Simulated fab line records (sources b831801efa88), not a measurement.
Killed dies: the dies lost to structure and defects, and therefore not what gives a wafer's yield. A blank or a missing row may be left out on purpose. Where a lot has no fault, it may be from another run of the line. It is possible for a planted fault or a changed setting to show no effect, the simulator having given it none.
fab line records	flow sky130
record: lots: 6	wafers: 18	last-day: 50
route steps=708 shown NWELL@76 PWDE@84 VT_ADJUST_HVTP@85 PAD_OPEN@708
lots with no fault: from the same line, run without faults
start-h: hours from the record's first day to the start of the lot's first wafer shown	wait-h: hours elapsed since this lot's preceding step	" same as the row above	L1.1+2: a single row standing in for several wafers	- no value, or no start was given	* or withheld: withheld	< > ~ a bound
route shown NAME@n: a module of which the file shows steps, and the number in the route of the first	usual: mean and standard deviation over wafers with no fault	same: alike in all rows	chamber/n: place in a boat	sites: the reading at each site	_std_site: standard deviation of those values	_edge_site: the outer-site mean with the inner-site mean subtracted	radius-mm: how far each site lies from the wafer's centre	mask NAME#n: copy n	behind: the last tool/chamber to shape the wafer	hold: what put the lot on hold/how long, in hours/how the hold closed	device: the transistor (n, p or np) that didn't switch	end of line: at the end of the route, the tests of the same wafers	a step given without rows: its recipe and nothing more	killed: dies lost to structure and defects at the first sort, not the wafer's yield	map: per-die view of a wafer (x killed, . not killed, _ where there is no die)
set.NAME: setting as actually run; set.NAME@STEP: the setting as run at that earlier step	model.NAME: the simulator's own value behind a step, which no gauge read
lots seen at some steps along the route; tables by step, rows by wafer
services: a tool's chamber out of use, with start hour (start-h, from the record's first day; less than 0 if before it), hours out, and reason
== steps ==
step: SKY_NWELL_OVL_MEAS_23
usual: NWELL_01_OVL: -0.2/1.2
lot.wafer	tool	chamber	start-h	wait-h	NWELL_01_OVL[nm]
L584.2	overlay-02	-	119.70	-	-0.3
L584.5	"	-	"	"	-1.4
L584.6	"	-	"	"	-0.7
L591.1	overlay-01	-	169.40	-	-2.9
L591.4	"	-	"	"	-2.6
L591.6	"	-	"	"	-2.3
L596.4	overlay-01	-	196.86	-	-1.3
L596.5	"	-	"	"	-0.7
L596.6	"	-	"	"	-0.8
L598.1	overlay-02	-	209.45	-	-0.6
L598.3	"	-	"	"	0.5
L598.5	"	-	"	"	1.6
L602.1	overlay-01	-	230.30	-	1.0
L602.4	"	-	"	"	-0.2
L602.5	"	-	"	"	0.1
L603.1	overlay-02	-	235.43	-	0.9
L603.3	"	-	"	"	0.9
L603.5	"	-	"	"	0.3
step: SKY_NWELL_IMPLANT_24
recipe: species: B	energy-kev: 140	dose-cm2: 9.2e+12	tilt-deg: withheld
step: SKY_NWELL_STRIP_25
recipe: chemistry: O2/N2	power-w: 1400	pressure-mtorr: 1500	platen-temp-c: withheld	o2-flow-sccm: 3000	n2-flow-sccm: 300	overash-fraction: 0.5
usual: drypump-motor-current-A: 5.4/0.39	oes-product-au: 0.722/0.0044	strip-time-to-endpoint-s: 36.94/0.11
lot.wafer	tool	chamber	start-h	wait-h	drypump-motor-current-A	oes-product-au	rf-hours-counter-h	strip-time-to-endpoint-s
L584.2	plasma-asher-03	0	119.88	0.1	5.6	0.719	0	36.72
L584.5	"	1	"	"	5.5	0.720	-	36.84
L584.6	"	0	"	"	5.6	0.722	-	36.82
L591.1	plasma-asher-01	1	169.58	0.1	5.7	0.722	49	37.09
L591.4	"	1	"	"	5.7	0.715	-	37.02
L591.6	"	0	"	"	5.9	0.724	-	37.01
L596.4	plasma-asher-04	1	197.06	0.1	5.4	0.719	-	36.86
L596.5	"	1	"	"	5.4	0.724	-	36.91
L596.6	"	0	"	"	4.7	0.727	-	36.83
L598.1	plasma-asher-01	0	209.63	0.1	5.8	0.722	51	37.00
L598.3	"	1	"	"	5.6	0.723	-	36.86
L598.5	"	1	"	"	5.6	0.728	-	36.92
L602.1	plasma-asher-04	0	230.48	0.1	4.7	0.729	41	37.04
L602.4	"	0	"	"	4.7	0.725	-	37.02
L602.5	"	1	"	"	5.4	0.722	-	36.93
L603.1	plasma-asher-03	0	235.62	0.1	5.6	0.721	12	37.02
L603.3	"	1	"	"	5.5	0.716	-	36.96
L603.5	"	0	"	"	5.6	0.725	-	36.91
step: SKY_NWELL_TW_MEAS_26
usual: NWELL_2_TW: 500.7/2.8
lot.wafer	tool	chamber	start-h	wait-h	NWELL_2_TW
L584.2	film-metro-02	-	119.99	0.1	499.5
L584.5	"	-	"	"	499.5
L584.6	"	-	"	"	500.0
L591.1	film-metro-03	-	169.68	0.1	501.4
L591.4	"	-	"	"	501.1
L591.6	"	-	"	"	497.0
L596.4	film-metro-04	-	197.16	0.1	503.5
L596.5	"	-	"	"	502.1
L596.6	"	-	"	"	504.2
L598.1	film-metro-04	-	209.73	0.1	504.4
L598.3	"	-	"	"	506.1
L598.5	"	-	"	"	503.7
L602.1	film-metro-03	-	230.58	0.1	501.8
L602.4	"	-	"	"	502.8
L602.5	"	-	"	"	500.1
L603.1	film-metro-03	-	235.72	0.1	502.6
L603.3	"	-	"	"	502.5
L603.5	"	-	"	"	501.0
step: SKY_NWELL_CLEAN_27
recipe: chemistry: SC1/SC2	mix: 1:4:20	temp-c: 70	time-s: 150	dry: n2-spin
step: SKY_NWELL_RTA_28
recipe: temp-c: 1050	time-s: 30	idle-temp-c: 650	ramp-up-c-per-s: 150	ramp-down-c-per-s: 90	ambient: N2
usual: chamber-o2-ppm: 2.003/0.021	lamp-power-pct: 25.30/0.051	wafer_temp_C_max: 1055.0/1.1
lot.wafer	tool	chamber	start-h	wait-h	chamber-o2-ppm	lamp-power-pct	wafer_temp_C_max
L584.2	rtp-anneal-01	0	120.11	0.0	1.971	25.23	1055.6
L584.5	"	0	"	"	2.008	25.32	1054.9
L584.6	"	0	"	"	1.978	25.26	1055.0
L591.1	rtp-anneal-02	0	169.80	0.0	1.989	25.32	1055.5
L591.4	"	0	"	"	2.004	25.33	1055.5
L591.6	"	0	"	"	2.004	25.29	1055.6
L596.4	rtp-anneal-01	0	197.29	0.1	2.032	25.32	1054.3
L596.5	"	0	"	"	2.017	25.23	1057.1
L596.6	"	0	"	"	2.037	25.23	1055.2
L598.1	rtp-anneal-02	0	209.84	0.0	1.960	25.30	1053.9
L598.3	"	0	"	"	1.978	25.19	1054.8
L598.5	"	0	"	"	1.967	25.28	1055.8
L602.1	rtp-anneal-02	0	230.69	0.0	2.034	25.35	1055.7
L602.4	"	0	"	"	2.026	25.40	1056.1
L602.5	"	0	"	"	2.000	25.25	1054.1
L603.1	rtp-anneal-02	0	235.83	0.0	1.976	25.31	1055.3
L603.3	"	0	"	"	1.966	25.30	1055.2
L603.5	"	0	"	"	2.002	25.37	1056.9
step: SKY_NWELL_RS_MEAS_29
recipe: thk-meas-gauge: four-point-probe
usual: NWELL_RS: 625.1/1.4
lot.wafer	tool	chamber	start-h	wait-h	NWELL_RS[ohm/sq]
L584.2	film-metro-02	-	120.21	0.1	627.7
L584.5	"	-	"	"	625.6
L584.6	"	-	"	"	627.0
L591.1	film-metro-04	-	169.90	0.1	624.9
L591.4	"	-	"	"	623.4
L591.6	"	-	"	"	625.7
L596.4	film-metro-04	-	197.40	0.1	625.1
L596.5	"	-	"	"	625.8
L596.6	"	-	"	"	626.6
L598.1	film-metro-03	-	209.94	0.1	626.4
L598.3	"	-	"	"	626.6
L598.5	"	-	"	"	627.1
L602.1	film-metro-04	-	230.79	0.1	623.8
L602.4	"	-	"	"	624.9
L602.5	"	-	"	"	626.1
L603.1	film-metro-04	-	236.03	0.2	624.0
L603.3	"	-	"	"	624.5
L603.5	"	-	"	"	624.0
step: SKY_NWELL_RS_MEAS_31
recipe: thk-meas-gauge: four-point-probe
usual: PWDE_RS: 5271/17
lot.wafer	tool	chamber	start-h	wait-h	PWDE_RS[ohm/sq]
L584.2	film-metro-02	-	120.45	0.1	5267
L584.5	"	-	"	"	5271
L584.6	"	-	"	"	5252
L591.1	film-metro-04	-	170.14	0.1	5259
L591.4	"	-	"	"	5262
L591.6	"	-	"	"	5254
L596.4	film-metro-04	-	197.64	0.1	5255
L596.5	"	-	"	"	5261
L596.6	"	-	"	"	5265
L598.1	film-metro-03	-	210.18	0.1	5289
L598.3	"	-	"	"	5295
L598.5	"	-	"	"	5279
L602.1	film-metro-04	-	231.03	0.1	5299
L602.4	"	-	"	"	5294
L602.5	"	-	"	"	5293
L603.1	film-metro-04	-	236.27	0.1	5299
L603.3	"	-	"	"	5290
L603.5	"	-	"	"	5284
step: SKY_VT_ADJUST_HVTP_DEHYDRATE_00
recipe: temp-c: 200	time-s: 60
step: SKY_VT_ADJUST_HVTP_HMDS_01
recipe: prime-time-s: 60	prime-temp-c: 120
step: SKY_VT_ADJUST_HVTP_COAT_02
recipe: resist: NOVOLAK	spin-rpm: 3000	resist-thk-nm: 1140
step: SKY_VT_ADJUST_HVTP_SOFTBAKE_03
recipe: temp-c: 90	time-s: 60	resist: NOVOLAK
usual: run-length-s: 89.35/0.19
lot.wafer	tool	chamber	start-h	wait-h	run-length-s	model.NOVOLAK_of_VT_ADJUST_HVTP_COAT_02.thk-nm
L584.2	litho-track-04	0	130.01	0.1	89.07	1142
L584.5	"	0	"	"	89.11	1138
L584.6	"	0	"	"	89.01	1141
L591.1	litho-track-04	0	180.68	0.1	89.26	1141
L591.4	"	0	"	"	89.03	1141
L591.6	"	0	"	"	89.01	1139
L596.4	litho-track-04	0	208.21	0.1	122.30	1131
L596.5	"	0	"	"	122.53	1132
L596.6	"	0	"	"	122.30	1133
L598.1	litho-track-04	0	221.43	0.1	122.46	1131
L598.3	"	0	"	"	122.52	1129
L598.5	"	0	"	"	122.54	1130
L602.1	litho-track-01	0	242.29	0.1	89.48	1141
L602.4	"	0	"	"	89.25	1143
L602.5	"	0	"	"	89.56	1146
L603.1	litho-track-02	0	247.88	0.1	89.50	1136
L603.3	"	0	"	"	89.33	1138
L603.5	"	0	"	"	89.62	1138
step: SKY_VT_ADJUST_HVTP_EXPOSE_04
recipe: mask-id: HVTPM	na: 0.6	source-shape: conventional	sigma-outer: 0.6	polarization: unpolarized	target-cd-nm: 380	dose-mj: 140
step: SKY_VT_ADJUST_HVTP_PEB_05
recipe: temp-c: withheld	time-s: *	resist: NOVOLAK
step: SKY_VT_ADJUST_HVTP_DEVELOP_06
recipe: resist: NOVOLAK	developer: TMAH	develop-time-s: 60	dev-temp-c: 23
lot.wafer	tool	chamber	start-h	wait-h	model.NOVOLAK_of_VT_ADJUST_HVTP_COAT_02.thk-nm
L584.2	litho-track-01	0	139.67	0.1	1142
L584.5	"	0	"	"	1137
L584.6	"	0	"	"	1140
L591.1	litho-track-02	0	191.53	0.1	1140
L591.4	"	0	"	"	1141
L591.6	"	0	"	"	1139
L596.4	litho-track-02	0	219.01	0.1	1131
L596.5+6	"	0	"	"	1132
L598.1+5	litho-track-04	0	232.53	0.1	1130
L598.3	"	0	"	"	1129
L602.1	litho-track-02	0	253.33	0.1	1141
L602.4	"	0	"	"	1143
L602.5	"	0	"	"	1145
L603.1	litho-track-01	0	259.29	0.1	1136
L603.3	"	0	"	"	1137
L603.5	"	0	"	"	1138
step: SKY_VT_ADJUST_HVTP_CD_MEAS_07
recipe: target-cd-nm: 380
usual: cd-nm: 379.5/2.9
lot.wafer	tool	chamber	start-h	wait-h	cd-nm
L584.2	cd-sem-01	-	139.81	0.1	387.4
L584.5	"	-	"	"	387.4
L584.6	"	-	"	"	384.5
L591.1	cd-sem-02	-	191.68	0.1	380.2
L591.4	"	-	"	"	383.4
L591.6	"	-	"	"	381.4
L596.4	cd-sem-02	-	219.14	0.1	383.3
L596.5	"	-	"	"	380.7
L596.6	"	-	"	"	380.0
L598.1	cd-sem-02	-	232.68	0.1	380.3
L598.3	"	-	"	"	379.9
L598.5	"	-	"	"	381.9
L602.1	cd-sem-02	-	253.48	0.1	379.6
L602.4	"	-	"	"	379.0
L602.5	"	-	"	"	377.8
L603.1	cd-sem-02	-	259.44	0.1	378.0
L603.3	"	-	"	"	375.7
L603.5	"	-	"	"	377.5
step: SKY_VT_ADJUST_HVTP_OVL_MEAS_08
usual: VT_ADJUST_HVTP_OVL: -0.7/1.7
lot.wafer	tool	chamber	start-h	wait-h	VT_ADJUST_HVTP_OVL[nm]
L584.2	overlay-02	-	139.92	0.1	-1.9
L584.5	"	-	"	"	-0.7
L584.6	"	-	"	"	-2.0
L591.1	overlay-01	-	191.80	0.1	2.5
L591.4	"	-	"	"	0.6
L591.6	"	-	"	"	0.1
L596.4	overlay-01	-	219.22	0.1	-2.0
L596.5	"	-	"	"	-2.9
L596.6	"	-	"	"	-3.2
L598.1	overlay-01	-	232.80	0.1	-2.4
L598.3	"	-	"	"	-3.3
L598.5	"	-	"	"	-3.6
L602.1	overlay-01	-	253.60	0.1	0.1
L602.4	"	-	"	"	-0.5
L602.5	"	-	"	"	-1.6
L603.1	overlay-02	-	259.56	0.1	0.0
L603.3	"	-	"	"	2.1
L603.5	"	-	"	"	1.5
step: SKY_VT_ADJUST_HVTP_IMPLANT_09
recipe: species: As	energy-kev: 150	dose-cm2: 4.3e+12	tilt-deg: withheld
step: SKY_VT_ADJUST_HVTP_STRIP_10
recipe: chemistry: O2/N2	power-w: 1400	pressure-mtorr: 1500	platen-temp-c: withheld	o2-flow-sccm: 3000	n2-flow-sccm: 300	overash-fraction: 0.5
usual: drypump-motor-current-A: 5.5/0.54	oes-product-au: 0.715/0.005	strip-time-to-endpoint-s: 14.19/0.041
lot.wafer	tool	chamber	start-h	wait-h	drypump-motor-current-A	oes-product-au	rf-hours-counter-h	strip-time-to-endpoint-s
L584.2	plasma-asher-04	1	140.10	0.1	5.3	0.708	32	14.19
L584.5	"	0	"	"	4.7	0.716	-	14.14
L584.6	"	1	"	"	5.3	0.722	-	14.18
L591.1	plasma-asher-04	0	191.99	0.1	4.7	0.714	37	14.18
L591.4	"	1	"	"	5.4	0.710	-	14.20
L591.6	"	1	"	"	5.4	0.718	-	14.16
L596.4	plasma-asher-03	1	219.42	0.1	5.5	0.716	-	14.08
L596.5	"	0	"	"	5.6	0.712	-	14.07
L596.6	"	1	"	"	5.5	0.714	-	14.09
L598.1	plasma-asher-02	1	232.99	0.1	6.1	0.714	56	14.07
L598.3	"	1	"	"	6.1	0.720	-	14.04
L598.5	"	0	"	"	6.6	0.716	-	14.05
L602.1	plasma-asher-04	1	253.79	0.1	5.3	0.711	44	14.19
L602.4	"	0	"	"	4.7	0.723	-	14.21
L602.5	"	1	"	"	5.4	0.715	-	14.25
L603.1	plasma-asher-03	1	259.75	0.1	5.5	0.725	14	14.13
L603.3	"	0	"	"	5.6	0.720	-	14.16
L603.5	"	0	"	"	5.6	0.713	-	14.16
step: SKY_VT_ADJUST_HVTP_TW_MEAS_11
usual: VT_ADJUST_HVTP_TW: 1361/11
lot.wafer	tool	chamber	start-h	wait-h	VT_ADJUST_HVTP_TW
L584.2	film-metro-03	-	140.21	0.1	1380
L584.5	"	-	"	"	1371
L584.6	"	-	"	"	1367
L591.1	film-metro-01	-	192.09	0.1	1356
L591.4	"	-	"	"	1358
L591.6	"	-	"	"	1357
L596.4	film-metro-03	-	219.52	0.1	1373
L596.5	"	-	"	"	1375
L596.6	"	-	"	"	1375
L598.1	film-metro-01	-	233.09	0.1	1347
L598.3	"	-	"	"	1353
L598.5	"	-	"	"	1346
L602.1	film-metro-03	-	253.89	0.1	1371
L602.4	"	-	"	"	1368
L602.5	"	-	"	"	1363
L603.1	film-metro-02	-	259.85	0.1	1358
L603.3	"	-	"	"	1365
L603.5	"	-	"	"	1365
step: SKY_PAD_OPEN_PROBE_99
usual: killed_at_M0_to_M3: 42/7.6	killed_at_M4_up: 2.9/1.7	killed-at-contacts: 24/5.1	killed-at-front-end: 15/4	killed-dies: 84/9.9	killed-open: 46/7.2	killed-short: 38/6.6
same: gross-dies: 492	killed-at-back-side: 0	killed-at-other: 0
lot.wafer	tool	chamber	start-h	wait-h	killed_at_M0_to_M3	killed_at_M4_up	killed-at-contacts	killed-at-front-end	killed-dies	killed-open	killed-short
L584.2	prober-01	-	1095.19	0.1	30	2	25	23	80	32	48
L584.5	prober-01	-	1095.34	0.2	33	3	26	12	74	43	31
L584.6	prober-01	-	1095.39	0.2	31	1	21	17	70	42	28
L591.1	prober-02	-	1141.91	0.1	50	5	26	10	91	53	38
L591.4	prober-02	-	1142.06	0.2	40	3	14	12	69	30	39
L591.6	prober-02	-	1142.16	0.2	41	5	24	14	84	44	40
L596.4	prober-01	-	1165.55	0.2	41	3	14	12	70	41	29
L596.5	prober-01	-	1165.60	0.2	42	2	26	26	96	56	40
L596.6	prober-01	-	1165.65	0.2	44	1	20	15	80	41	39
L598.1	prober-01	-	1181.30	0.1	30	5	25	10	70	45	25
L598.3	prober-01	-	1181.40	0.2	44	5	23	16	88	51	37
L598.5	prober-01	-	1181.50	0.2	37	2	26	16	81	49	32
L602.1	prober-01	-	1193.71	0.1	49	1	20	12	82	41	41
L602.4	prober-01	-	1193.86	0.2	48	1	11	19	79	37	42
L602.5	prober-01	-	1193.91	0.2	46	1	16	20	83	50	33
L603.1	prober-02	-	1196.32	0.1	41	3	19	9	72	37	35
L603.3	prober-02	-	1196.42	0.2	40	3	28	17	88	46	42
L603.5	prober-02	-	1196.52	0.2	42	4	25	21	92	52	40
killed by level:class
L584.2 FIELD_ISO:geometric-particle:short=7 LOCAL_INTERCONNECT:geometric-particle:short=7 CONTACT:geometric-particle:open=7 POLY_GATE:geometric-particle:short=6 METAL1:geometric-particle:short=6 VIA3:geometric-particle:open=6 POLY_GATE:geometric-particle:open=5 LI_CONTACT:geometric-particle:open=5
L584.5 LI_CONTACT:geometric-particle:open=10 CONTACT:geometric-particle:open=10 VIA2:geometric-particle:open=7 METAL1:geometric-particle:short=5 FIELD_ISO:geometric-particle:short=4 VIA1:geometric-particle:open=4 METAL2:geometric-particle:short=4 VIA2:geometric-particle:short=4
L584.6 CONTACT:geometric-particle:open=11 VIA1:geometric-particle:open=7 POLY_GATE:geometric-particle:open=6 VIA1:geometric-particle:short=6 LI_CONTACT:geometric-particle:open=5 VIA3:geometric-particle:open=5 VIA2:geometric-particle:short=4 FIELD_ISO:geometric-particle:short=3
L591.1 VIA1:geometric-particle:open=16 CONTACT:geometric-particle:open=10 VIA2:geometric-particle:open=9 LI_CONTACT:geometric-particle:open=8 VIA1:geometric-particle:short=5 METAL2:geometric-particle:short=5 FIELD_ISO:geometric-particle:short=4 METAL1:geometric-particle:short=4
L591.4 METAL1:geometric-particle:short=11 POLY_GATE:geometric-particle:short=5 CONTACT:geometric-particle:open=5 VIA2:geometric-particle:open=5 VIA3:geometric-particle:open=5 VIA1:geometric-particle:short=4 VIA1:geometric-particle:open=4 METAL2:geometric-particle:short=4
L591.6 VIA1:geometric-particle:open=11 CONTACT:geometric-particle:open=8 LI_CONTACT:geometric-particle:open=6 POLY_GATE:geometric-particle:short=5 VIA1:geometric-particle:short=5 FIELD_ISO:geometric-particle:open=4 LOCAL_INTERCONNECT:geometric-particle:short=4 CONTACT:geometric-particle:short=4
L596.4 VIA1:geometric-particle:open=12 VIA1:geometric-particle:short=6 LI_CONTACT:geometric-particle:open=5 VIA3:geometric-particle:open=4 CONTACT:geometric-particle:open=4 METAL1:geometric-particle:short=4 METAL2:geometric-particle:short=4 SONOS_ONO:geometric-particle:open=3
L596.5 FIELD_ISO:geometric-particle:open=9 VIA1:geometric-particle:open=9 CONTACT:geometric-particle:open=8 VIA2:geometric-particle:open=8 METAL1:geometric-particle:short=7 LI_CONTACT:geometric-particle:open=6 LOCAL_INTERCONNECT:geometric-particle:short=5 CONTACT:geometric-particle:short=5
L596.6 VIA1:geometric-particle:open=12 CONTACT:geometric-particle:open=10 METAL2:geometric-particle:short=9 POLY_GATE:geometric-particle:open=4 POLY_GATE:geometric-particle:short=4 VIA2:geometric-particle:open=4 LI_CONTACT:geometric-particle:open=4 VIA2:geometric-particle:short=4
L598.1 CONTACT:geometric-particle:open=9 VIA3:geometric-particle:open=9 LI_CONTACT:geometric-particle:open=8 VIA1:geometric-particle:open=6 FIELD_ISO:geometric-particle:open=4 CONTACT:geometric-particle:short=4 VIA3:geometric-particle:short=3 POLY_GATE:geometric-particle:short=2
L598.3 VIA1:geometric-particle:open=12 CONTACT:geometric-particle:open=12 METAL1:geometric-particle:short=9 FIELD_ISO:geometric-particle:open=7 VIA3:geometric-particle:open=7 LI_CONTACT:geometric-particle:open=5 METAL4:geometric-particle:short=5 VIA3:geometric-particle:short=4
L598.5 METAL1:geometric-particle:short=9 LI_CONTACT:geometric-particle:open=9 CONTACT:geometric-particle:open=9 VIA1:geometric-particle:open=8 VIA3:geometric-particle:open=6 FIELD_ISO:geometric-particle:open=5 FIELD_ISO:geometric-particle:short=4 POLY_GATE:geometric-particle:open=4
L602.1 VIA1:geometric-particle:open=9 METAL2:geometric-particle:short=8 LI_CONTACT:geometric-particle:short=6 LI_CONTACT:geometric-particle:open=5 CONTACT:geometric-particle:open=5 VIA1:geometric-particle:short=5 VIA2:geometric-particle:open=5 VIA2:geometric-particle:short=5
L602.4 VIA1:geometric-particle:open=9 METAL2:geometric-particle:short=9 FIELD_ISO:geometric-particle:open=8 FIELD_ISO:geometric-particle:short=6 VIA2:geometric-particle:open=6 METAL1:geometric-particle:short=5 VIA1:geometric-particle:short=4 VIA2:geometric-particle:short=4
L602.5 VIA1:geometric-particle:open=9 VIA3:geometric-particle:open=8 LI_CONTACT:geometric-particle:open=7 FIELD_ISO:geometric-particle:open=6 FIELD_ISO:geometric-particle:short=6 CONTACT:geometric-particle:open=6 METAL2:geometric-particle:short=6 VIA3:geometric-particle:short=6
L603.1 VIA1:geometric-particle:open=8 LI_CONTACT:geometric-particle:open=7 CONTACT:geometric-particle:open=7 METAL1:geometric-particle:short=7 VIA3:geometric-particle:open=5 METAL3:geometric-particle:short=5 METAL2:geometric-particle:short=4 FIELD_ISO:geometric-particle:short=3
L603.3 CONTACT:geometric-particle:open=12 METAL2:geometric-particle:short=7 VIA1:geometric-particle:open=7 METAL1:geometric-particle:short=7 FIELD_ISO:geometric-particle:short=6 LI_CONTACT:geometric-particle:open=6 VIA3:geometric-particle:open=5 POLY_GATE:geometric-particle:short=4
L603.5 LI_CONTACT:geometric-particle:open=10 VIA1:geometric-particle:open=10 METAL2:geometric-particle:short=8 CONTACT:geometric-particle:open=7 POLY_GATE:geometric-particle:short=6 VIA2:geometric-particle:open=6 VIA3:geometric-particle:open=5 VIA1:geometric-particle:short=5
== services ==
tool	chamber	start-h	hours	kind
plasma-asher-03	-	108.75	9.0	pm
plasma-asher-03	0	108.75	9.0	vent-cycle
plasma-asher-03	1	108.75	9.0	vent-cycle
plasma-asher-03	0	117.75	-	clean
plasma-asher-03	1	117.75	-	clean
plasma-asher-01	-	127.37	2.8	pm
plasma-asher-01	-	178.17	14.6	pm
rtp-anneal-02	-	186.17	2.9	pm
plasma-asher-02	-	213.26	2.0	repair
plasma-asher-01	-	245.51	0.6	repair
== key ==
first-sign: step: SKY_VT_ADJUST_HVTP_SOFTBAKE_03	reading: run-length-s	direction: up	sigmas: 99+	usual: *	struck: *
effect: step: SKY_VT_ADJUST_HVTP_STRIP_10	reading: strip-time-to-endpoint-s	direction: down	sigmas: 2.9	usual: *	struck: *
model-effect: step: SKY_VT_ADJUST_HVTP_SOFTBAKE_03	value: NOVOLAK_of_VT_ADJUST_HVTP_COAT_02.thk-nm	without: 1140	struck: 1131
model-effect: step: SKY_VT_ADJUST_HVTP_DEVELOP_06	value: NOVOLAK_of_VT_ADJUST_HVTP_COAT_02.thk-nm	without: 1139	struck: 1131
met-at SKY_VT_ADJUST_HVTP_SOFTBAKE_03
struck-wafers L596.4,L596.5,L596.6,L598.1,L598.3,L598.5
tester-left-out L596,L598
onset-between 180.68 208.21
fault: kind: process-parameter-drift	tool: litho-track-04	chamber: -	onset-h: 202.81	steps: SKY_VT_ADJUST_HVTP_SOFTBAKE_03	channel: time-s	offset: *	shape: step	end-h: 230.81	acts-in: *	stated: *
tester-left-out: of these lots the tester's yield and bins aren't shown, on N5 and GAA mostly nor the transistor test; their killed dies are dies lost to structure and defects alone, not to doping, threshold or leakage, so they don't give the yield
